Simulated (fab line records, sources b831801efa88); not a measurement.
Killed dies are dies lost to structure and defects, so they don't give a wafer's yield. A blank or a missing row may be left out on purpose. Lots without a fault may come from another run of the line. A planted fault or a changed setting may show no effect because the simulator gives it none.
fab line records | flow sky130
record lots=6 wafers=18 last_day=50
route steps=708 shown PASSIVATION@689 PAD_OPEN@694
lots that met no fault: from a run of the same line without faults
start_h: hours from the record's first day to the start of the lot's first wafer shown | wait_h: hours since the lot's step before | " the same as in the row above | L1.1+2: a row that stands for several wafers | - no value, or no start given | * or withheld: withheld | < > ~ a bound
route shown NAME@n: a module of which the file shows steps, and the number in the route of the first | usual: mean/standard deviation of fault-free wafers | same: alike in all rows | chamber/n: place in a boat | sites: the reading at each site | _std_site: their standard deviation | _edge_site: outer sites' mean less inner sites' | radius_mm: how far each site lies from the wafer's centre | mask NAME#n: copy n | behind: the tool/chamber that last shaped the wafer | hold: why the lot was held/for how many hours/how that ended | device: the transistor (n, p or np) that didn't switch | end of line: the same wafers' tests at the end of the route | a step without rows: its recipe alone | killed: dies lost to structure and defects at the first sort, not the wafer's yield | map: a wafer's dies, x killed, . not, _ none there
set.NAME: the setting as run; set.NAME@STEP: as run at that earlier step | model.NAME: the simulator's own value behind a step, which no gauge read
lots at some steps of the route; a table a step, a row a wafer
services: from which hour (start_h, from the record's first day; less than 0 if before it) a tool's chamber was out of use, for how many hours, and why
## steps
# step SKY_PASSIVATION_EXPOSE_08
# recipe mask_id=NSM target_cd_nm=3000 na=0.57 dose_mj=260
# step SKY_PASSIVATION_PEB_09
# recipe temp_c=115 time_s=withheld
# step SKY_PASSIVATION_DEVELOP_10
# recipe develop_time_s=60 dev_temp_c=23
# step SKY_PASSIVATION_ETCH_11
# recipe chemistry=CF4/O2 target_depth_nm=725 stop_on=AlCu source_w=800 bias_w=150 pressure_mtorr=150 cf4_flow_sccm=80 O2_flow_sccm=10 time_s=161.1
# usual O2_flow_sccm=10.00/0.034 bias_w=149.9/0.45 cf4_flow_sccm=80.02/0.23 drypump_motor_current_A=5.7/0.58 oes_product_au=0.979/0.0067 throttle_valve_pct=5.965/0.0094
# columns lot.wafer tool chamber start_h wait_h O2_flow_sccm bias_w cf4_flow_sccm drypump_motor_current_A oes_product_au rf_hours_counter_h throttle_valve_pct
L414.2 rie_diel-04 3 1060.98 - 10.00 150.7 80.47 5.9 0.975 21 5.974
L414.4 " 0 " " 9.96 149.8 79.96 5.7 0.985 11 5.969
L414.5 " 2 " " 10.02 150.0 79.96 6.5 0.978 - 5.961
L427.1 rie_diel-01 1 1131.33 - 9.96 150.0 79.96 5.6 0.971 25 5.978
L427.3 " 2 " " 10.03 150.4 79.91 5.4 0.974 12 5.966
L427.5 " 0 " " 9.97 150.6 79.90 5.9 0.983 - 5.954
L431.1 rie_diel-04 1 1147.88 - 10.03 150.0 80.15 6.2 0.968 18 5.962
L431.3 " 3 " " 9.99 149.4 80.17 5.9 0.976 24 5.964
L431.5 " 2 " " 9.99 149.9 79.72 6.5 0.984 - 5.967
L433.1 rie_diel-04 0 1163.93 - 10.02 149.5 80.03 5.7 0.976 15 5.956
L433.2 " 1 " " 10.04 150.0 80.23 6.2 0.982 19 5.976
L433.4 " 2 " " 9.98 149.7 80.44 6.4 0.974 21 5.967
L436.2 rie_diel-02 2 1181.49 - 9.99 150.3 80.06 5.4 0.973 12 5.969
L436.3 " 1 " " 9.95 150.1 79.97 6.5 0.975 21 5.961
L436.5 " 2 " " 10.02 150.1 80.02 5.4 0.978 - 5.965
L437.1 rie_diel-02 2 1191.93 - 9.99 150.4 79.87 5.4 0.976 13 5.960
L437.2 " 3 " " 10.02 150.2 79.81 4.7 0.974 14 5.974
L437.4 " 0 " " 9.95 149.1 80.07 4.8 0.988 14 5.966
# step SKY_PASSIVATION_STRIP_12
# recipe chemistry=O2/N2 power_w=1400 pressure_mtorr=1500 platen_temp_c=withheld overash_fraction=0.7 o2_flow_sccm=3000 n2_flow_sccm=300
# usual drypump_motor_current_A=5.6/0.53 o2_flow_sccm=3000/9.6 oes_product_au=0.661/0.005 strip_time_to_endpoint_s=31.47/0.13
# columns lot.wafer tool chamber start_h wait_h drypump_motor_current_A o2_flow_sccm oes_product_au rf_hours_counter_h strip_time_to_endpoint_s
L414.2 plasma_asher-01 0 1061.09 0.1 6.3 3012 0.662 64 31.57
L414.4 " 0 " " 6.3 3005 0.659 - 31.34
L414.5 " 1 " " 5.6 2997 0.658 - 31.57
L427.1 plasma_asher-01 0 1131.44 0.1 6.3 2984 0.664 71 31.54
L427.3 " 1 " " 5.7 3002 0.668 - 31.40
L427.5 " 0 " " 6.3 2995 0.660 - 31.46
L431.1 plasma_asher-02 0 1147.99 0.1 5.0 2990 0.665 102 31.53
L431.3 " 0 " " 5.0 2985 0.658 - 31.59
L431.5 " 1 " " 6.1 3004 0.656 - 31.35
L433.1 plasma_asher-02 1 1164.04 0.1 6.1 3001 0.662 104 31.24
L433.2 " 0 " " 5.0 3001 0.662 104 31.38
L433.4 " 0 " " 5.0 2979 0.661 - 31.48
L436.2 plasma_asher-02 1 1181.59 0.1 6.1 3011 0.659 105 31.70
L436.3 " 0 " " 5.0 2990 0.657 - 31.61
L436.5 " 1 " " 6.1 2997 0.647 - 31.83
L437.1 plasma_asher-04 0 1192.04 0.1 5.0 2998 0.666 12 31.64
L437.2 " 1 " " 5.2 2999 0.661 12 31.42
L437.4 " 1 " " 5.2 2992 0.660 - 31.38
# step SKY_PAD_OPEN_DEHYDRATE_00
# recipe temp_c=200 time_s=60
# step SKY_PAD_OPEN_HMDS_01
# recipe prime_time_s=60 prime_temp_c=120
# step SKY_PAD_OPEN_COAT_02
# recipe spin_rpm=2000 resist_thk_nm=3000
# step SKY_PAD_OPEN_SOFTBAKE_03
# recipe temp_c=110 time_s=withheld
# step SKY_PAD_OPEN_EXPOSE_04
# recipe mask_id=PDM target_cd_nm=60000 na=0.57 dose_mj=260
# step SKY_PAD_OPEN_PEB_05
# recipe temp_c=115 time_s=withheld
# step SKY_PAD_OPEN_DEVELOP_06
# recipe develop_time_s=60 dev_temp_c=23
# step SKY_PAD_OPEN_ETCH_07
# recipe chemistry=CF4/O2 target_depth_nm=725 stop_on=AlCu source_w=791.1 bias_w=150 pressure_mtorr=150 cf4_flow_sccm=80 O2_flow_sccm=10 time_s=161.1
# usual O2_flow_sccm=10.003/0.027 bias_w=149.9/0.45 cf4_flow_sccm=79.99/0.27 drypump_motor_current_A=5.8/0.38 oes_product_au=0.977/0.0075 throttle_valve_pct=5.964/0.0097
# columns lot.wafer tool chamber start_h wait_h O2_flow_sccm bias_w cf4_flow_sccm drypump_motor_current_A oes_product_au rf_hours_counter_h throttle_valve_pct
L414.2 rie_diel-01 0 1082.93 - 10.041 150.2 79.67 5.9 0.973 12 5.991
L414.4 " 3 " " 10.003 149.6 79.92 5.1 0.984 - 5.957
L414.5 " 0 " " 9.982 150.5 79.72 5.9 0.982 - 5.961
L427.1 rie_diel-03 1 1149.04 - 10.023 150.3 79.77 6.0 0.970 7 5.971
L427.3 " 3 " " 10.010 149.4 79.66 6.3 0.962 18 5.960
L427.5 " 3 " " 9.968 149.9 79.86 6.3 0.976 - 5.966
L431.1 rie_diel-03 0 1164.84 - 10.020 149.7 80.40 5.7 0.964 10 5.957
L431.3 " 1 " " 9.991 149.9 80.30 6.0 0.967 7 5.952
L431.5 " 2 " " 10.090 149.7 79.93 6.0 0.977 - 5.959
L433.1 rie_diel-03 2 1180.63 - 9.962 149.4 80.24 6.0 0.970 26 5.956
L433.2 " 3 " " 9.980 149.7 79.96 6.3 0.970 19 5.949
L433.4 " 0 " " 10.009 149.5 79.71 5.7 0.969 10 5.964
L436.2 rie_diel-01 1 1196.73 - 10.053 150.3 79.98 5.6 0.980 27 5.953
L436.3 " 0 " " 10.003 149.5 79.93 6.0 0.981 16 5.954
L436.5 " 1 " " 9.989 149.9 80.35 5.6 0.980 - 5.947
L437.1 rie_diel-04 0 1206.64 - 10.024 150.2 79.66 5.7 0.984 17 5.974
L437.2 " 1 " " 10.023 149.6 80.40 6.2 0.967 20 5.946
L437.4 " 3 " " 9.975 149.9 79.83 5.9 0.982 - 5.960
# step SKY_PAD_OPEN_STRIP_08
# recipe chemistry=O2/N2 power_w=1400 pressure_mtorr=1500 platen_temp_c=withheld overash_fraction=0.7 o2_flow_sccm=3000 n2_flow_sccm=300
# usual drypump_motor_current_A=5.7/0.48 o2_flow_sccm=2999/9.2 oes_product_au=0.663/0.0045
# columns lot.wafer tool chamber start_h wait_h drypump_motor_current_A o2_flow_sccm oes_product_au rf_hours_counter_h
L414.2 plasma_asher-03 1 1083.04 0.1 6.1 2990 0.656 30
L414.4 " 1 " " 6.0 3006 0.655 -
L414.5 " 0 " " 5.2 3016 0.665 -
L427.1 plasma_asher-03 1 1149.15 0.1 6.1 3004 0.665 36
L427.3 " 0 " " 5.2 2994 0.670 -
L427.5 " 1 " " 6.1 3010 0.666 -
L431.1 plasma_asher-03 0 1164.95 0.1 5.3 2998 0.661 38
L431.3 " 1 " " 6.1 3000 0.671 -
L431.5 " 0 " " 5.2 2996 0.656 -
L433.1 plasma_asher-01 1 1180.74 0.1 5.7 2989 0.669 76
L433.2 " 0 " " 6.3 3002 0.657 76
L433.4 " 0 " " 6.4 3006 0.660 -
L436.2 plasma_asher-01 1 1196.84 0.1 5.7 3001 0.660 78
L436.3 " 1 " " 5.7 2990 0.659 -
L436.5 " 1 " " 5.7 3001 0.662 -
L437.1 plasma_asher-03 1 1206.75 0.1 6.0 2998 0.660 41
L437.2 " 0 " " 5.2 3008 0.665 41
L437.4 " 0 " " 5.2 3009 0.660 -
# step SKY_PAD_OPEN_STRIP_09
# recipe chemistry=post_etch_residue_remover time_s=1200 temp_c=72.5
# step SKY_PAD_OPEN_CLEAN_10
# recipe chemistry=IPA time_s=180 temp_c=25
# step SKY_PAD_OPEN_CLEAN_11
# recipe chemistry=O3/DIW dry=n2_spin
# step SKY_PAD_OPEN_ANNEAL_12
# recipe temp_c=400 time_s=withheld ambient=N2/H2 idle_temp_c=300 ramp_up_c_per_min=8 ramp_down_c_per_min=4
# step SKY_PAD_OPEN_BOW_MEAS_13
# recipe mode=bow
# usual PAD_OPEN_BOW=47/8.2
# columns lot.wafer tool chamber start_h wait_h PAD_OPEN_BOW[um]
L414.2 film_metro-01 - 1085.33 - 37
L414.4 " - " " 45
L414.5 " - " " 35
L427.1 film_metro-02 - 1151.24 - 51
L427.3 " - " " 48
L427.5 " - " " 65
L431.1 film_metro-03 - 1167.07 - 52
L431.3 " - " " 53
L431.5 " - " " 64
L433.1 film_metro-03 - 1182.83 - 47
L433.2 " - " " 50
L433.4 " - " " 45
L436.2 film_metro-01 - 1198.96 - 36
L436.3 " - " " 61
L436.5 " - " " 37
L437.1 film_metro-02 - 1208.99 - 52
L437.2 " - " " 42
L437.4 " - " " 41
# step SKY_PAD_OPEN_PROBE_99
# usual defect_limited_yield=82.5/1.8 killed_at_M0_to_M3=45/6.8 killed_at_M4_up=3.1/2 killed_at_contacts=23/5.2 killed_at_front_end=14/3.7 killed_at_other=0.3/0.61 killed_dies=86/9 killed_open=46/6.9 killed_short=39/6.4 sort_bin_3_pad_short=0.9/0.44 sort_bin_5_function=10.5/1.4 sort_bin_6_memory=6.1/1.1 sort_bin_8_speed=0.01/0.052 sort_n_pass=406/9 sort_yield_pct=82.5/1.8
# same gross_dies=492 killed_at_back_side=0 sort_bin_4_leakage[%]=0
# columns lot.wafer tool chamber start_h wait_h defect_limited_yield[%] killed_at_M0_to_M3 killed_at_M4_up killed_at_contacts killed_at_front_end killed_at_other killed_dies killed_open killed_short sort_bin_3_pad_short[%] sort_bin_5_function[%] sort_bin_6_memory[%] sort_bin_8_speed[%] sort_n_pass sort_yield_pct[%] model.etest.tester.sort_n_pass model.etest.tester.sort_yield_pct model.etest.tester.sort_bin_5_pct model.etest.tester.sort_bin_3_pct
L414.2 prober-01 - 1085.48 0.1 84.8 36 0 26 13 0 75 42 33 1.0 8.9 5.3 0 417 84.8 417 84.76 8.943 1.016
L414.4 prober-01 - 1085.58 0.2 86.6 34 2 19 11 0 66 35 31 0.8 8.1 4.5 0 426 86.6 426 86.59 8.13 0.813
L414.5 prober-01 - 1085.63 0.2 83.7 44 3 28 4 1 80 44 36 1.6 9.3 5.3 0 412 83.7 412 83.74 9.35 1.626
L427.1 prober-02 - 1151.36 0.1 79.7 53 1 34 12 0 100 52 48 1.0 12.8 6.5 0 392 79.7 392 79.67 12.8 1.016
L427.3 prober-02 - 1151.46 0.2 82.1 53 4 16 15 0 88 51 34 1.0 10.0 6.9 0 404 82.1 404 82.11 9.959 1.016
L427.5 prober-02 - 1151.56 0.2 83.1 45 4 26 8 0 83 47 36 1.4 10.2 5.3 0 409 83.1 409 83.13 10.16 1.423
L431.1 prober-02 - 1167.19 0.1 80.5 39 0 20 14 23 96 44 29 2.0 10.2 7.3 0 396 80.5 396 80.49 10.16 2.033
L431.3 prober-02 - 1167.29 0.2 75.0 48 2 26 17 30 123 53 40 2.8 16.7 5.5 0 369 75.0 369 75 16.67 2.846
L431.5 prober-02 - 1167.39 0.2 74.6 45 2 26 16 36 125 47 41 2.2 15.7 7.5 0 367 74.6 367 74.59 15.65 2.236
L433.1 prober-02 - 1182.95 0.1 76.4 47 2 22 10 35 116 39 42 2.0 15.9 5.7 0 376 76.4 376 76.42 15.85 2.033
L433.2 prober-02 - 1183.00 0.1 75.6 40 5 29 10 36 120 51 33 2.2 15.7 6.5 0 372 75.6 372 75.61 15.65 2.236
L433.4 prober-02 - 1183.10 0.2 79.9 42 3 21 6 27 99 36 36 2.0 12.0 6.1 0 393 79.9 393 79.88 11.99 2.033
L436.2 prober-02 - 1199.11 0.1 83.7 42 5 17 16 0 80 44 36 0.6 10.4 5.3 0 412 83.7 412 83.74 10.37 0.6098
L436.3 prober-02 - 1199.16 0.2 80.9 49 4 21 18 2 94 54 40 0.6 10.8 7.7 0.20 397 80.7 397 80.69 10.77 0.6098
L436.5 prober-02 - 1199.26 0.2 81.5 46 6 23 15 1 91 48 43 1.8 11.4 5.3 0 401 81.5 401 81.5 11.38 1.829
L437.1 prober-02 - 1209.11 0.1 83.7 41 5 21 12 1 80 44 36 1.0 10.0 5.3 0 412 83.7 412 83.74 9.959 1.016
L437.2 prober-02 - 1209.16 0.1 81.9 45 4 27 13 0 89 57 31 0.2 10.2 7.7 0 403 81.9 403 81.91 10.16 0.2033
L437.4 prober-02 - 1209.26 0.2 79.3 57 4 25 16 0 102 49 52 1.4 12.4 6.9 0 390 79.3 390 79.27 12.4 1.423
# killed by level:class
L414.2 LI_CONTACT:geometric_particle:open=10 VIA1:geometric_particle:open=9 CONTACT:geometric_particle:open=8 VIA1:geometric_particle:short=6 METAL1:geometric_particle:short=5 FIELD_ISO:geometric_particle:open=4 FIELD_ISO:geometric_particle:short=4 METAL3:geometric_particle:short=4
L414.4 VIA1:geometric_particle:open=10 CONTACT:geometric_particle:open=7 CONTACT:geometric_particle:short=4 METAL1:geometric_particle:short=4 VIA2:geometric_particle:open=4 FIELD_ISO:geometric_particle:open=3 POLY_GATE:geometric_particle:open=3 VIA2:geometric_particle:short=3
L414.5 VIA1:geometric_particle:open=13 CONTACT:geometric_particle:open=11 LI_CONTACT:geometric_particle:open=7 LOCAL_INTERCONNECT:geometric_particle:short=7 VIA1:geometric_particle:short=6 VIA3:geometric_particle:short=6 VIA2:geometric_particle:open=5 METAL1:geometric_particle:short=4
L427.1 CONTACT:geometric_particle:open=14 VIA1:geometric_particle:open=12 CONTACT:geometric_particle:short=7 METAL2:geometric_particle:short=7 VIA3:geometric_particle:open=6 LOCAL_INTERCONNECT:geometric_particle:short=5 METAL1:geometric_particle:short=5 VIA1:geometric_particle:short=5
L427.3 VIA1:geometric_particle:open=18 METAL1:geometric_particle:short=7 METAL2:geometric_particle:short=6 POLY_GATE:geometric_particle:open=6 VIA3:geometric_particle:open=6 CONTACT:geometric_particle:open=5 LI_CONTACT:geometric_particle:open=4 LOCAL_INTERCONNECT:geometric_particle:short=4
L427.5 VIA2:geometric_particle:open=10 VIA1:geometric_particle:open=9 CONTACT:geometric_particle:open=8 LI_CONTACT:geometric_particle:open=7 METAL1:geometric_particle:short=7 VIA3:geometric_particle:open=6 LOCAL_INTERCONNECT:geometric_particle:short=5 METAL2:geometric_particle:short=4
L431.1 PAD_OPEN:unspecified=23 VIA1:geometric_particle:open=10 CONTACT:geometric_particle:open=9 METAL2:geometric_particle:short=8 VIA2:geometric_particle:open=6 LI_CONTACT:geometric_particle:open=5 FIELD_ISO:geometric_particle:open=4 POLY_GATE:geometric_particle:open=4
L431.3 PAD_OPEN:unspecified=30 CONTACT:geometric_particle:open=11 VIA3:geometric_particle:open=10 LI_CONTACT:geometric_particle:open=8 VIA3:geometric_particle:short=8 FIELD_ISO:geometric_particle:short=7 VIA1:geometric_particle:open=7 VIA2:geometric_particle:open=6
L431.5 PAD_OPEN:unspecified=36 CONTACT:geometric_particle:open=13 VIA1:geometric_particle:open=11 METAL1:geometric_particle:short=7 VIA3:geometric_particle:open=6 VIA2:geometric_particle:open=5 VIA3:geometric_particle:short=5 LI_CONTACT:geometric_particle:open=4
L433.1 PAD_OPEN:unspecified=34 VIA1:geometric_particle:open=8 LI_CONTACT:geometric_particle:open=8 VIA1:geometric_particle:short=7 VIA3:geometric_particle:open=7 CONTACT:geometric_particle:open=5 METAL1:geometric_particle:short=5 METAL2:geometric_particle:short=5
L433.2 PAD_OPEN:unspecified=36 CONTACT:geometric_particle:open=12 VIA1:geometric_particle:open=7 VIA1:geometric_particle:short=7 VIA2:geometric_particle:open=7 CONTACT:geometric_particle:short=6 LI_CONTACT:geometric_particle:open=6 VIA3:geometric_particle:open=6
L433.4 PAD_OPEN:unspecified=27 CONTACT:geometric_particle:open=10 VIA2:geometric_particle:open=8 METAL1:geometric_particle:short=7 VIA1:geometric_particle:open=6 METAL2:geometric_particle:short=6 CONTACT:geometric_particle:short=5 VIA3:geometric_particle:open=5
L436.2 VIA1:geometric_particle:open=8 METAL2:geometric_particle:short=7 CONTACT:geometric_particle:open=7 VIA3:geometric_particle:open=7 POLY_GATE:geometric_particle:open=6 LI_CONTACT:geometric_particle:open=6 VIA1:geometric_particle:short=5 FIELD_ISO:geometric_particle:short=4
L436.3 VIA1:geometric_particle:open=12 VIA3:geometric_particle:open=9 LI_CONTACT:geometric_particle:open=8 METAL2:geometric_particle:short=7 VIA1:geometric_particle:short=6 FIELD_ISO:geometric_particle:open=5 VIA2:geometric_particle:open=5 CONTACT:geometric_particle:open=5
L436.5 VIA1:geometric_particle:open=12 LI_CONTACT:geometric_particle:open=8 VIA3:geometric_particle:open=8 CONTACT:geometric_particle:open=6 METAL2:geometric_particle:short=6 METAL1:geometric_particle:short=5 FIELD_ISO:geometric_particle:open=4 VIA2:geometric_particle:short=4
L437.1 LI_CONTACT:geometric_particle:open=12 VIA3:geometric_particle:open=10 VIA2:geometric_particle:short=7 VIA1:geometric_particle:open=7 VIA3:geometric_particle:short=5 CONTACT:geometric_particle:open=4 METAL2:geometric_particle:short=4 FIELD_ISO:geometric_particle:open=3
L437.2 VIA3:geometric_particle:open=12 CONTACT:geometric_particle:open=11 VIA1:geometric_particle:open=11 FIELD_ISO:geometric_particle:open=6 LI_CONTACT:geometric_particle:open=6 LOCAL_INTERCONNECT:geometric_particle:short=5 VIA1:geometric_particle:short=5 VIA2:geometric_particle:open=5
L437.4 METAL2:geometric_particle:short=11 VIA1:geometric_particle:open=10 VIA2:geometric_particle:open=9 CONTACT:geometric_particle:open=8 VIA3:geometric_particle:open=7 FIELD_ISO:geometric_particle:short=5 LI_CONTACT:geometric_particle:open=5 LI_CONTACT:geometric_particle:short=5
# map L431.5 (x killed, . not)
__________x.......x._________
________.............x_______
______x.......x.......x._____
_____.x..........x.......____
____.............x...x....___
___......xx...x.x...x..x...__
__...xx.x...x..............._
_.......x............x.....xx
_....x.x.........x......xx...
_....xx...............x.....x
_..xxx..x.....x....x...x...xx
_..........x..........x......
_...x..x.x...x........x..x..x
_.....x.x....x.x..........x..
_x.x..xx.xx..x....x.......x.x
__.x.xxxxx.x..x..x..x...xxx._
___xxxxxxxxx...x.......xx..__
____.xxxxxxxx.............___
_____xxxxxxxx.......x....____
______xxxxxx.x...x.....x_____
________xxx....x.x..xx_______
__________..x......._________
# map L433.2 (x killed, . not)
__________..x..x...._________
________.......x.....x_______
______...x.x............_____
_____.xx.x..x............____
____..x.............x..x..___
___.x.xx...................__
__....x.xxx....xxx.....x.x.._
_.x..x.xx......x....x...x....
_.........xxx..x.x.x........x
_..x.x.........xxx..x....xx..
_.............xxx.x..........
_.x.....x..x..x.........x.x.x
_x..x..x........x............
_..x.................x......x
_x.........x..............x..
__.....x.....x.x....x..x...._
___.......xxx...x........x.__
____.........xx.x...x...x.___
_____x....xxxxxxxx.x.....____
______....xxxxxxxx.....x_____
________..xxxxxxxxx..x_______
__________.xxxxxxxx._________
## services
# columns tool chamber start_h hours kind
plasma_asher-01 - 1038.17 1.8 repair
rie_diel-01 1 1054.73 29.8 repair
plasma_asher-04 - 1055.30 9.0 pm
plasma_asher-04 0 1055.30 9.0 vent_cycle
plasma_asher-04 1 1055.30 9.0 vent_cycle
plasma_asher-04 0 1064.30 - clean
plasma_asher-04 1 1064.30 - clean
plasma_asher-03 - 1072.81 8.8 repair
rie_diel-02 - 1086.36 0.6 repair
rie_diel-04 3 1119.73 4.1 repair
rie_diel-01 - 1126.04 3.9 repair
plasma_asher-02 - 1128.68 4.9 repair
plasma_asher-04 - 1132.01 0.9 repair
rie_diel-03 0 1145.05 5.7 repair
rie_diel-03 - 1151.81 2.8 pm
rie_diel-04 2 1166.72 3.8 repair
plasma_asher-03 - 1167.17 1.3 repair
rie_diel-03 2 1167.62 4.2 repair
rie_diel-01 2 1194.50 12.9 repair
rie_diel-04 3 1194.73 2.7 repair
rie_diel-04 2 1203.15 4.8 repair
## key
first_sign step=SKY_PAD_OPEN_PROBE_99 reading=killed_at_other direction=up sigmas=31 usual=0.3 struck=31.2
effect step=SKY_PAD_OPEN_PROBE_99 reading=sort_bin_3_pad_short direction=up sigmas=3 usual=0.9 struck=2.2
model_effect step=SKY_PAD_OPEN_PROBE_99 value=etest.tester.sort_n_pass without=405.7 struck=378.8
met_at SKY_PAD_OPEN_ETCH_07
struck_wafers L431.1,L431.3,L431.5,L433.1,L433.2,L433.4
onset_between 1149.04 1164.84
also_fits SKY_PASSIVATION_ETCH_11:rie_diel-04
fault kind=chamber_particle_source tool=rie_diel-03 chamber=- onset_h=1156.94 steps=SKY_PAD_OPEN_ETCH_07 rate_per_visit_cm2=0.57489 end_h=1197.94
